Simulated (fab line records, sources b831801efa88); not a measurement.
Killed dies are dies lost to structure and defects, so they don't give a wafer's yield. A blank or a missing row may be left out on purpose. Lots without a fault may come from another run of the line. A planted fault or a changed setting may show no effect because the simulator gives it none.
Problem report in the 8D (eight disciplines) form, filled by code | flow sky130 | the parts of the form that need people (team, actions taken, sign-off) are left out

1. THE PROBLEM
strip_time_to_endpoint_s at SKY_PASSIVATION_STRIP_12 reads a mean of 32.07 s on 3 wafers of 2 lots; wafers without a fault read 31.45 s with a standard deviation of 0.12. That is +5.1 standard deviations from the usual mean.
The step: strips in O2/N2.
First seen on wafer L357.1, day 48 19:55, on plasma_asher-02. The record holds 33 wafers of 11 lots with a number at this step. Rule for "out", or "out of limits": more than 4 standard deviations from the usual mean. The other wafers with a number count as sound.

2. WHAT IT IS AND WHAT IT IS NOT
question                    | is                               | is not
which readings at this step | strip_time_to_endpoint_s         | drypump_motor_current_A, oes_product_au
which lots                  | L357, L359                       | L343, L345, L348, L351, L352, L353, L364, L365, L366
which wafers of those lots  | L357.1, L357.6, L359.6           | L357.2, L359.4, L359.5
read on which tools         | plasma_asher-01, plasma_asher-02 | plasma_asher-03
when                        | from day 48 19:55                | up to then (19 sound wafers); but 11 sound wafers of L359, L364, L365, L366 came after

3. SUSPECTS, AND WHAT RULES EACH OUT
Counting: a tool at a process step up to the reading stays a suspect if it ran every lot that is out. Sound lots after the first of them don't rule it out here, since some wafers of a struck lot are sound.
- litho_track-02 at SKY_PASSIVATION_COAT_06 (resist thk 3000 nm): kept. It ran every lot that is out, first L357 (day 48 11:01); its last sound lot up to then is L351 (day 46 18:58).
Left after counting: litho_track-02 at SKY_PASSIVATION_COAT_06.

4. THE CAUSE (what the simulator had put in)
Process parameter drift: litho_track-02, from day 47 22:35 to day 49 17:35, at SKY_PASSIVATION_COAT_06. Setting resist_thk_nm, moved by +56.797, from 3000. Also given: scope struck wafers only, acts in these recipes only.
Counting left only this tool.

5. THE CHAIN OF EFFECTS, in route order
Each row: a reading whose mean over the struck wafers that have a number lies more than 3 standard deviations from the usual. Only readings for which the record gives a usual standard deviation are gone through. hours: the time from each lot's start at the first step in this table that gives one to its start at this step, as a median over the lots. sigmas: the change in usual standard deviations.
hours | step                     | reading                  | usual   | on struck wafers | change | sigmas
0     | SKY_PASSIVATION_STRIP_12 | strip_time_to_endpoint_s | 31.45 s | 32.07            | +0.62  | +5.1
The process steps in it:
- SKY_PASSIVATION_STRIP_12: strips in O2/N2.

6. WHAT WOULD HAVE CAUGHT IT SOONER
In this record the first reading out of limits was taken at day 48 19:55, 21 hours after the fault began at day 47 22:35.
Of the tool readings at SKY_PASSIVATION_COAT_06 for which the record gives a usual standard deviation, none was out on any struck wafer, so an alarm limit of 4 standard deviations on them would not have fired.
All the lots that are out (2) had begun SKY_PASSIVATION_COAT_06 on litho_track-02 by day 48 19:55. A hold on the tool at that time would have spared none of them.
